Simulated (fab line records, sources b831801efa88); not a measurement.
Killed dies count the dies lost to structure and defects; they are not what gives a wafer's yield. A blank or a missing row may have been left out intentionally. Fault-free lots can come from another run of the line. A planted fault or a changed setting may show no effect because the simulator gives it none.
fab line records    flow sky130
[record] lots = 6  wafers = 18  last_day = 50
route steps=708 shown RES_XHIGH@339 SD_N@342 SD_P@359 PAD_OPEN@708
lots untouched by any fault: they come from a run of this same line in which no faults occurred
start_h: start of the lot's first displayed wafer, in hours after the record's first day    wait_h: time in hours since the lot's previous step    " the same as in the row above    L1.1+2: one row covering several wafers at once    - no value present, or no start provided    * or withheld: withheld    < > ~ a bound
route shown NAME@n: a module of which the file shows steps, and the number in the route of the first    usual: mean/standard deviation of fault-free wafers    same: alike in all rows    chamber/n: place in a boat    sites: readings site by site    _std_site: standard deviation across them    _edge_site: inner sites' mean taken away from outer sites' mean    radius_mm: how far each site lies from the wafer's centre    mask NAME#n: copy n    behind: tool/chamber where the wafer was last shaped    hold: the reason the lot was held/the length of the hold in hours/how it ended    device: whichever transistor did not switch (one of n, p or np)    end of line: tests of these same wafers at the route's end    a step given without rows: its recipe and nothing more    killed: dies lost to structure and defects at the first sort, not the wafer's yield    map: a wafer's dies, x killed, . not, _ none there
set.NAME: the setting that was run; set.NAME@STEP: the one run at that earlier step    model.NAME: the simulator's own value behind a step, which no gauge read
lots seen at some steps along the route; tables by step, rows by wafer
services: the hour from which a tool's chamber was out of use, counted from the record's first day as start_h (under 0 if before that day), plus the number of hours and why
[[steps]]
[step SKY_RES_XHIGH_IMPLANT_07]
[recipe] species = BF2  energy_kev = 20  dose_cm2 = 3.6e+14  tilt_deg = 0
[step SKY_RES_XHIGH_STRIP_08]
[recipe] chemistry = O2/N2  power_w = 1400  pressure_mtorr = 1500  platen_temp_c = withheld  o2_flow_sccm = 3000  n2_flow_sccm = 300  overash_fraction = 0.5
[usual] drypump_motor_current_A = 5.8/0.37  oes_product_au = 0.711/0.0047  strip_time_to_endpoint_s = 14.25/0.037
lot.wafer  tool             chamber  start_h  wait_h  drypump_motor_current_A  oes_product_au  rf_hours_counter_h  strip_time_to_endpoint_s
L954.1     plasma_asher-02  0        627.59   0.1     6.1                      0.716           98                  14.25
L954.3     "                0        "        "       6.1                      0.715           -                   14.27
L954.5     "                1        "        "       5.7                      0.708           -                   14.27
L962.1     plasma_asher-04  0        694.34   0.1     6.2                      0.713           84                  14.25
L962.3     "                0        "        "       6.2                      0.707           -                   14.29
L962.6     "                1        "        "       6.1                      0.710           -                   14.23
L963.1     plasma_asher-04  1        702.19   0.1     6.1                      0.715           85                  14.19
L963.2     "                0        "        "       6.2                      0.711           85                  14.21
L963.6     "                1        "        "       6.1                      0.721           -                   14.12
L967.1     plasma_asher-04  0        731.97   0.1     6.2                      0.703           88                  14.24
L967.2     "                1        "        "       6.1                      0.708           88                  14.23
L967.5     "                0        "        "       6.2                      0.713           -                   14.22
L974.1     plasma_asher-02  1        792.58   0.1     5.7                      0.714           5                   14.25
L974.2     "                0        "        "       6.1                      0.709           5                   14.26
L974.6     "                0        "        "       6.1                      0.715           -                   14.29
L975.2     plasma_asher-04  1        797.68   0.1     6.1                      0.712           94                  14.30
L975.3     "                1        "        "       6.1                      0.711           -                   14.25
L975.5     "                1        "        "       6.1                      0.703           -                   14.27
[step SKY_RES_XHIGH_TW_MEAS_09]
[usual] RES_XHIGH_TW = 1652/12
lot.wafer  tool           chamber  start_h  wait_h  RES_XHIGH_TW
L954.1     film_metro-04  -        627.69   0.1     1636
L954.3     "              -        "        "       1638
L954.5     "              -        "        "       1643
L962.1     film_metro-04  -        694.44   0.1     1636
L962.3     "              -        "        "       1649
L962.6     "              -        "        "       1643
L963.1     film_metro-03  -        702.29   0.1     1647
L963.2     "              -        "        "       1641
L963.6     "              -        "        "       1648
L967.1     film_metro-02  -        732.07   0.1     1668
L967.2     "              -        "        "       1662
L967.5     "              -        "        "       1671
L974.1     film_metro-04  -        792.68   0.1     1647
L974.2     "              -        "        "       1647
L974.6     "              -        "        "       1634
L975.2     film_metro-03  -        797.79   0.1     1626
L975.3     "              -        "        "       1633
L975.5     "              -        "        "       1625
[step SKY_SD_N_DEHYDRATE_00]
[recipe] temp_c = 200  time_s = 60
[step SKY_SD_N_HMDS_01]
[recipe] prime_time_s = 60  prime_temp_c = 120
[step SKY_SD_N_COAT_02]
[recipe] resist = NOVOLAK  spin_rpm = 3000  resist_thk_nm = 1140
[step SKY_SD_N_SOFTBAKE_03]
[recipe] temp_c = 90  time_s = 60  resist = NOVOLAK
[step SKY_SD_N_EXPOSE_04]
[recipe] mask_id = NSDM  na = 0.6  source_shape = conventional  sigma_outer = 0.6  polarization = unpolarized  target_cd_nm = 380  dose_mj = 141
[step SKY_SD_N_PEB_05]
[recipe] temp_c = withheld  time_s = *  resist = NOVOLAK
[step SKY_SD_N_DEVELOP_06]
[recipe] resist = NOVOLAK  developer = TMAH  develop_time_s = 60  dev_temp_c = 23
[step SKY_SD_N_CD_MEAS_07]
[recipe] target_cd_nm = 380
[usual] cd_nm = 380.4/2.5
lot.wafer  tool       chamber  start_h  wait_h  cd_nm
L954.1     cd_sem-01  -        656.19   0.1     382.0
L954.3     "          -        "        "       380.8
L954.5     "          -        "        "       381.4
L962.1     cd_sem-02  -        722.29   0.1     379.3
L962.3     "          -        "        "       379.5
L962.6     "          -        "        "       380.9
L963.1     cd_sem-02  -        729.93   0.1     381.5
L963.2     "          -        "        "       380.3
L963.6     "          -        "        "       380.0
L967.1     cd_sem-02  -        759.13   0.1     380.0
L967.2     "          -        "        "       377.0
L967.5     "          -        "        "       378.3
L974.1     cd_sem-02  -        819.53   0.1     382.9
L974.2     "          -        "        "       381.1
L974.6     "          -        "        "       382.8
L975.2     cd_sem-01  -        824.16   0.1     379.8
L975.3     "          -        "        "       383.8
L975.5     "          -        "        "       379.7
[step SKY_SD_N_OVL_MEAS_08]
[usual] SD_N_OVL = 1.5/1.5
lot.wafer  tool        chamber  start_h  wait_h  SD_N_OVL[nm]
L954.1     overlay-02  -        656.31   0.1     -0.7
L954.3     "           -        "        "       2.2
L954.5     "           -        "        "       4.8
L962.1     overlay-01  -        722.41   0.1     0.3
L962.3     "           -        "        "       2.0
L962.6     "           -        "        "       1.4
L963.1     overlay-02  -        730.05   0.1     -1.8
L963.2     "           -        "        "       -0.7
L963.6     "           -        "        "       -0.6
L967.1     overlay-01  -        759.25   0.1     2.7
L967.2     "           -        "        "       3.8
L967.5     "           -        "        "       3.0
L974.1     overlay-02  -        819.65   0.1     3.0
L974.2     "           -        "        "       3.2
L974.6     "           -        "        "       1.9
L975.2     overlay-01  -        824.27   0.1     0.2
L975.3     "           -        "        "       2.5
L975.5     "           -        "        "       2.5
[step SKY_SD_N_IMPLANT_09]
[recipe] species = As  energy_kev = 50  dose_cm2 = 4e+15  tilt_deg = 0
[usual] end_station_pressure_torr = 1.32e-05/8.8e-07
lot.wafer  tool          chamber  start_h  wait_h  end_station_pressure_torr
L954.1     implanter-02  0        656.34   0.0     1.44e-05
L954.3     "             0        "        "       1.44e-05
L954.5     "             0        "        "       1.39e-05
L962.1     implanter-04  0        722.45   0.0     1.3e-05
L962.3     "             0        "        "       1.35e-05
L962.6     "             0        "        "       1.16e-05
L963.1     implanter-04  0        730.08   0.0     4.88e-05
L963.2     "             0        "        "       4.24e-05
L963.6     "             0        "        "       4.44e-05
L967.1     implanter-04  0        759.28   0.0     4.43e-05
L967.2     "             0        "        "       4.51e-05
L967.5     "             0        "        "       4.44e-05
L974.1     implanter-02  0        819.69   0.0     1.29e-05
L974.2     "             0        "        "       1.49e-05
L974.6     "             0        "        "       1.38e-05
L975.2     implanter-02  0        824.32   0.0     1.33e-05
L975.3     "             0        "        "       1.32e-05
L975.5     "             0        "        "       1.39e-05
[step SKY_SD_N_IMPLANT_10]
[recipe] species = P  energy_kev = 20  dose_cm2 = 1e+14  tilt_deg = 0
[step SKY_SD_N_STRIP_11]
[recipe] chemistry = O2/N2  power_w = 1400  pressure_mtorr = 1500  platen_temp_c = withheld  o2_flow_sccm = 3000  n2_flow_sccm = 300  overash_fraction = 0.5
[usual] drypump_motor_current_A = 5.93/0.26  oes_product_au = 0.527/0.0044  strip_time_to_endpoint_s = 22.54/0.042
lot.wafer  tool             chamber  start_h  wait_h  drypump_motor_current_A  oes_product_au  rf_hours_counter_h  strip_time_to_endpoint_s
L954.1     plasma_asher-04  1        656.64   0.1     6.09                     0.525           81                  22.57
L954.3     "                0        "        "       6.18                     0.531           -                   22.59
L954.5     "                1        "        "       6.10                     0.525           -                   22.59
L962.1     plasma_asher-04  1        722.75   0.1     6.11                     0.534           87                  22.57
L962.3     "                1        "        "       6.08                     0.528           -                   22.60
L962.6     "                0        "        "       6.24                     0.528           -                   22.55
L963.1     plasma_asher-04  0        730.38   0.1     6.20                     0.519           87                  22.88
L963.2     "                1        "        "       6.05                     0.524           87                  22.94
L963.6     "                1        "        "       6.03                     0.524           -                   22.91
L967.1     plasma_asher-03  1        759.58   0.1     5.59                     0.519           65                  22.92
L967.2     "                0        "        "       5.56                     0.528           65                  22.93
L967.5     "                0        "        "       5.58                     0.528           -                   22.87
L974.1     plasma_asher-04  1        819.99   0.1     6.07                     0.534           96                  22.57
L974.2     "                0        "        "       6.22                     0.524           96                  22.56
L974.6     "                1        "        "       6.06                     0.526           -                   22.54
L975.2     plasma_asher-04  1        824.60   0.1     6.07                     0.527           97                  22.58
L975.3     "                0        "        "       6.19                     0.530           -                   22.54
L975.5     "                1        "        "       6.07                     0.528           -                   22.58
[step SKY_SD_N_TW_MEAS_12]
[usual] SD_N_TW = 4013/26
lot.wafer  tool           chamber  start_h  wait_h  SD_N_TW
L954.1     film_metro-02  -        656.74   0.1     4068
L954.3     "              -        "        "       4067
L954.5     "              -        "        "       4050
L962.1     film_metro-04  -        722.85   0.1     3990
L962.3     "              -        "        "       3998
L962.6     "              -        "        "       3991
L963.1     film_metro-02  -        730.48   0.1     4069
L963.2     "              -        "        "       4051
L963.6     "              -        "        "       4049
L967.1     film_metro-03  -        759.68   0.1     4024
L967.2     "              -        "        "       4036
L967.5     "              -        "        "       4022
L974.1     film_metro-03  -        820.09   0.1     4003
L974.2     "              -        "        "       4008
L974.6     "              -        "        "       4018
L975.2     film_metro-02  -        824.71   0.1     4039
L975.3     "              -        "        "       4009
L975.5     "              -        "        "       4021
[step SKY_SD_N_CLEAN_13]
[recipe] chemistry = SC1/SC2  mix = 1:4:20  temp_c = 70  time_s = 150  dry = n2_spin
[step SKY_SD_N_RTA_14]
[recipe] temp_c = 1075  time_s = 2  idle_temp_c = 650  ramp_up_c_per_s = 150  ramp_down_c_per_s = 90  ambient = N2
[usual] lamp_power_pct = 15.74/0.056  wafer_temp_C_max = 1078.1/1.4
lot.wafer  tool           chamber  start_h  wait_h  lamp_power_pct  wafer_temp_C_max
L954.1     rtp_anneal-01  0        656.85   0.0     15.76           1079.5
L954.3     "              0        "        "       15.79           1080.1
L954.5     "              0        "        "       15.76           1075.5
L962.1     rtp_anneal-02  0        722.96   0.0     15.70           1079.1
L962.3     "              0        "        "       15.71           1078.9
L962.6     "              0        "        "       15.77           1079.7
L963.1     rtp_anneal-01  0        730.59   0.0     15.74           1079.5
L963.2     "              0        "        "       15.77           1079.1
L963.6     "              0        "        "       15.80           1075.8
L967.1     rtp_anneal-01  0        759.80   0.0     15.76           1078.0
L967.2     "              0        "        "       15.70           1075.9
L967.5     "              0        "        "       15.74           1078.2
L974.1     rtp_anneal-02  0        820.20   0.0     15.73           1075.9
L974.2     "              0        "        "       15.74           1076.7
L974.6     "              0        "        "       15.78           1078.4
L975.2     rtp_anneal-01  0        824.82   0.0     15.81           1078.6
L975.3     "              0        "        "       15.84           1077.2
L975.5     "              0        "        "       15.72           1079.4
[step SKY_SD_N_RS_MEAS_16]
[recipe] thk_meas_gauge = four-point-probe
[usual] SD_N_RS = 68.60/0.12
lot.wafer  tool           chamber  start_h  wait_h  SD_N_RS[ohm/sq]
L954.1     film_metro-03  -        657.03   0.1     68.49
L954.3     "              -        "        "       68.40
L954.5     "              -        "        "       68.45
L962.1     film_metro-03  -        723.13   0.1     68.82
L962.3     "              -        "        "       68.82
L962.6     "              -        "        "       68.64
L963.1     film_metro-04  -        730.77   0.1     67.69
L963.2     "              -        "        "       67.85
L963.6     "              -        "        "       67.75
L967.1     film_metro-02  -        759.97   0.1     67.89
L967.2     "              -        "        "       67.92
L967.5     "              -        "        "       67.87
L974.1     film_metro-04  -        820.37   0.1     68.66
L974.2     "              -        "        "       68.67
L974.6     "              -        "        "       68.62
L975.2     film_metro-04  -        825.00   0.1     68.50
L975.3     "              -        "        "       68.54
L975.5     "              -        "        "       68.64
[step SKY_SD_N_RS_MEAS_17]
[recipe] thk_meas_gauge = four-point-probe
[usual] SD_P_RS = 147.2/0.38
lot.wafer  tool           chamber  start_h  wait_h  SD_P_RS[ohm/sq]
L954.1     film_metro-03  -        657.15   0.1     146.8
L954.3     "              -        "        "       146.4
L954.5     "              -        "        "       146.2
L962.1     film_metro-03  -        723.25   0.1     147.7
L962.3     "              -        "        "       147.5
L962.6     "              -        "        "       148.0
L963.1     film_metro-04  -        730.89   0.1     146.9
L963.2     "              -        "        "       147.1
L963.6     "              -        "        "       147.0
L967.1     film_metro-02  -        760.09   0.1     147.8
L967.2     "              -        "        "       147.6
L967.5     "              -        "        "       147.2
L974.1     film_metro-04  -        820.49   0.1     147.8
L974.2     "              -        "        "       147.5
L974.6     "              -        "        "       147.5
L975.2     film_metro-04  -        825.12   0.1     147.6
L975.3     "              -        "        "       147.5
L975.5     "              -        "        "       147.2
[step SKY_PAD_OPEN_PROBE_99]
[usual] killed_at_M0_to_M3 = 44/7.2  killed_at_M4_up = 3.5/1.8  killed_at_contacts = 25/5.1  killed_at_front_end = 14/4.4  killed_at_other = 0.4/0.58  killed_dies = 87/9.1  killed_on_rim = 17/3.9  killed_open = 48/6.9  killed_short = 38/6.3
[same] gross_dies = 492  killed_at_back_side = 0
lot.wafer  tool       chamber  start_h  wait_h  killed_at_M0_to_M3  killed_at_M4_up  killed_at_contacts  killed_at_front_end  killed_at_other  killed_dies  killed_on_rim  killed_open  killed_short  model.etest.res_ndiff_hv.rs_ohm_sq  model.etest.res_ndiff.rs_ohm_sq
L954.1     prober-01  -        1085.00  0.1     39                  4                23                  13                   1                80           16             47           33            112                                 118.6
L954.3     prober-01  -        1085.10  0.2     42                  4                31                  9                    0                86           13             50           36            113.3                               117.9
L954.5     prober-01  -        1085.20  0.2     41                  7                24                  14                   0                86           14             46           40            111.9                               118.5
L962.1     prober-01  -        1131.36  0.1     50                  3                25                  11                   1                90           16             52           38            115.4                               122.1
L962.3     prober-01  -        1131.46  0.2     50                  1                31                  18                   0                100          24             56           44            115.2                               122.4
L962.6     prober-01  -        1131.61  0.2     43                  2                24                  7                    1                77           15             48           29            115.9                               120.9
L963.1     prober-02  -        1136.51  0.1     53                  2                24                  10                   0                89           17             48           41            111.5                               116.8
L963.2     prober-02  -        1136.56  0.1     44                  4                20                  14                   1                83           15             42           41            111.1                               117.5
L963.6     prober-02  -        1136.76  0.2     34                  5                25                  14                   0                78           15             36           41            111.1                               117.6
L967.1     prober-01  -        1157.54  0.1     47                  4                22                  18                   0                91           20             51           38            111.3                               117.2
L967.2     prober-01  -        1157.59  0.1     30                  3                31                  12                   0                76           20             40           35            110.8                               117.8
L967.5     prober-01  -        1157.74  0.2     35                  3                30                  23                   0                91           25             54           37            111.5                               117.5
L974.1     prober-02  -        1194.65  0.1     45                  3                22                  11                   0                81           20             45           36            114                                 120.5
L974.2     prober-02  -        1194.70  0.1     46                  4                24                  10                   0                84           15             53           31            114.1                               120.6
L974.6     prober-02  -        1194.90  0.2     24                  5                27                  18                   2                76           16             45           31            113.8                               119.5
L975.2     prober-01  -        1195.91  0.1     56                  7                26                  11                   0                100          21             51           49            114.3                               119.9
L975.3     prober-01  -        1195.96  0.2     61                  2                30                  12                   0                105          24             59           46            113.9                               119.6
L975.5     prober-01  -        1196.06  0.2     47                  3                25                  18                   0                93           21             63           30            113                                 119.5
// killed by level:class
L954.1 CONTACT:geometric_particle:open=14 VIA1:geometric_particle:open=8 VIA3:geometric_particle:open=7 FIELD_ISO:geometric_particle:open=5 METAL2:geometric_particle:short=5 METAL1:geometric_particle:short=5 VIA1:geometric_particle:short=5 FIELD_ISO:geometric_particle:short=4
L954.3 LI_CONTACT:geometric_particle:open=14 VIA1:geometric_particle:open=13 METAL2:geometric_particle:short=10 CONTACT:geometric_particle:open=8 METAL3:geometric_particle:short=8 FIELD_ISO:geometric_particle:short=5 CONTACT:geometric_particle:short=5 VIA3:geometric_particle:open=4
L954.5 METAL1:geometric_particle:short=9 CONTACT:geometric_particle:open=9 VIA1:geometric_particle:open=9 LI_CONTACT:geometric_particle:open=8 CONTACT:geometric_particle:short=5 VIA3:geometric_particle:open=5 VIA1:geometric_particle:short=4 METAL2:geometric_particle:short=4
L962.1 VIA3:geometric_particle:open=10 VIA1:geometric_particle:open=9 LI_CONTACT:geometric_particle:open=8 CONTACT:geometric_particle:open=8 VIA1:geometric_particle:short=7 VIA2:geometric_particle:open=6 METAL1:geometric_particle:short=6 FIELD_ISO:geometric_particle:open=4
L962.3 VIA1:geometric_particle:open=14 CONTACT:geometric_particle:open=10 VIA3:geometric_particle:open=9 VIA2:geometric_particle:open=6 LI_CONTACT:geometric_particle:open=6 LOCAL_INTERCONNECT:geometric_particle:short=6 METAL2:geometric_particle:short=6 FIELD_ISO:geometric_particle:short=5
L962.6 VIA1:geometric_particle:open=13 CONTACT:geometric_particle:open=12 LI_CONTACT:geometric_particle:open=6 METAL1:geometric_particle:short=6 VIA2:geometric_particle:open=5 VIA3:geometric_particle:short=5 VIA3:geometric_particle:open=5 METAL3:geometric_particle:short=4
L963.1 VIA1:geometric_particle:open=13 LI_CONTACT:geometric_particle:open=7 CONTACT:geometric_particle:open=7 VIA3:geometric_particle:open=6 VIA3:geometric_particle:short=6 LI_CONTACT:geometric_particle:short=5 VIA1:geometric_particle:short=5 METAL2:geometric_particle:short=5
L963.2 VIA1:geometric_particle:open=12 VIA1:geometric_particle:short=10 CONTACT:geometric_particle:open=8 VIA2:geometric_particle:open=6 LI_CONTACT:geometric_particle:open=5 VIA2:geometric_particle:short=5 FIELD_ISO:geometric_particle:open=4 POLY_GATE:geometric_particle:short=4
L963.6 LI_CONTACT:geometric_particle:open=8 VIA1:geometric_particle:open=8 CONTACT:geometric_particle:open=7 METAL3:geometric_particle:short=5 LI_CONTACT:geometric_particle:short=4 VIA2:geometric_particle:open=4 FIELD_ISO:geometric_particle:short=3 POLY_GATE:geometric_particle:open=3
L967.1 VIA1:geometric_particle:open=13 CONTACT:geometric_particle:open=7 LI_CONTACT:geometric_particle:open=6 VIA2:geometric_particle:open=6 FIELD_ISO:geometric_particle:open=5 LOCAL_INTERCONNECT:geometric_particle:short=5 METAL3:geometric_particle:short=5 POLY_GATE:geometric_particle:open=4
L967.2 LOCAL_INTERCONNECT:geometric_particle:short=8 LI_CONTACT:geometric_particle:open=7 CONTACT:geometric_particle:open=7 CONTACT:geometric_particle:short=6 VIA1:geometric_particle:open=5 VIA2:geometric_particle:open=5 VIA3:geometric_particle:short=4 VIA3:geometric_particle:open=4
L967.5 VIA1:geometric_particle:open=12 CONTACT:geometric_particle:open=10 LI_CONTACT:geometric_particle:open=9 FIELD_ISO:geometric_particle:short=8 CONTACT:geometric_particle:short=7 VIA3:geometric_particle:open=7 FIELD_ISO:geometric_particle:open=5 METAL2:geometric_particle:short=4
L974.1 VIA1:geometric_particle:open=11 VIA2:geometric_particle:open=8 CONTACT:geometric_particle:open=8 METAL1:geometric_particle:short=8 LI_CONTACT:geometric_particle:open=7 VIA3:geometric_particle:open=5 METAL2:geometric_particle:short=4 VIA2:geometric_particle:short=4
L974.2 VIA1:geometric_particle:open=14 LI_CONTACT:geometric_particle:open=13 VIA1:geometric_particle:short=8 CONTACT:geometric_particle:open=7 METAL2:geometric_particle:short=6 VIA2:geometric_particle:open=5 VIA3:geometric_particle:open=5 FIELD_ISO:geometric_particle:short=4
L974.6 CONTACT:geometric_particle:open=10 FIELD_ISO:geometric_particle:short=9 LI_CONTACT:geometric_particle:open=8 VIA1:geometric_particle:open=5 VIA2:geometric_particle:open=5 CONTACT:geometric_particle:short=4 POLY_GATE:geometric_particle:open=3 METAL2:geometric_particle:short=3
L975.2 VIA1:geometric_particle:open=15 CONTACT:geometric_particle:open=9 LI_CONTACT:geometric_particle:open=8 VIA1:geometric_particle:short=8 VIA3:geometric_particle:open=8 LOCAL_INTERCONNECT:geometric_particle:short=7 METAL4:geometric_particle:short=6 VIA2:geometric_particle:short=5
L975.3 VIA1:geometric_particle:open=17 CONTACT:geometric_particle:open=12 VIA2:geometric_particle:open=10 METAL2:geometric_particle:short=7 LI_CONTACT:geometric_particle:open=6 VIA2:geometric_particle:short=6 LI_CONTACT:geometric_particle:short=5 CONTACT:geometric_particle:short=5
L975.5 CONTACT:geometric_particle:open=13 VIA1:geometric_particle:open=13 VIA3:geometric_particle:open=8 LI_CONTACT:geometric_particle:open=7 FIELD_ISO:geometric_particle:open=6 POLY_GATE:geometric_particle:open=5 POLY_GATE:geometric_particle:short=4 VIA1:geometric_particle:short=4
[[services]]
tool             chamber  start_h  hours  kind
plasma_asher-03  -        604.02   9.8    repair
implanter-04     -        618.42   1.5    repair
implanter-02     -        648.88   3.6    pm
plasma_asher-02  -        653.38   2.1    repair
plasma_asher-03  -        654.99   2.8    pm
implanter-02     -        689.82   1.2    repair
rtp_anneal-01    -        721.78   5.7    pm
plasma_asher-04  -        733.48   4.7    repair
plasma_asher-02  -        733.75   9.0    pm
plasma_asher-02  0        733.75   9.0    vent_cycle
plasma_asher-02  1        733.75   9.0    vent_cycle
plasma_asher-02  0        742.75   -      clean
plasma_asher-02  1        742.75   -      clean
implanter-04     -        754.31   4.6    pm
plasma_asher-04  -        766.14   1.2    repair
implanter-04     -        770.74   3.3    repair
implanter-02     -        777.18   4.6    repair
implanter-04     -        801.38   1.1    repair
[[key]]
[first_sign] step = SKY_SD_N_IMPLANT_09  reading = end_station_pressure_torr  direction = up  sigmas = 36  usual = 1.32e-05  struck = 4.49e-05
[effect] step = SKY_SD_N_STRIP_11  reading = strip_time_to_endpoint_s  direction = up  sigmas = 8.7  usual = *  struck = *
[effect] step = SKY_SD_N_RS_MEAS_16  reading = SD_N_RS  direction = down  sigmas = 6.3  usual = 68.60  struck = 67.83
[model_effect] step = SKY_PAD_OPEN_PROBE_99  value = etest.res_ndiff_hv.rs_ohm_sq  without = 113.8  struck = 111.3
met_at SKY_SD_N_IMPLANT_09
struck_wafers L963.1,L963.2,L963.6,L967.1,L967.2,L967.5
tester_left_out L963,L967
onset_between 722.45 730.08
[fault] kind = process_parameter_drift  tool = implanter-04  chamber = -  onset_h = 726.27  steps = SKY_SD_N_IMPLANT_09  channel = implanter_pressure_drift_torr  offset = 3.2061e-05  shape = step  end_h = 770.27
[fault] kind = process_parameter_drift  tool = implanter-04  chamber = -  onset_h = 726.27  steps = SKY_SD_N_IMPLANT_09  channel = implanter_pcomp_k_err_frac  offset = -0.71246  shape = step  end_h = 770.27
// tester_left_out: of these lots the tester's yield and bins aren't shown, on N5 and GAA mostly nor the transistor test; their killed dies are dies lost to structure and defects alone, not to doping, threshold or leakage, so they don't give the yield
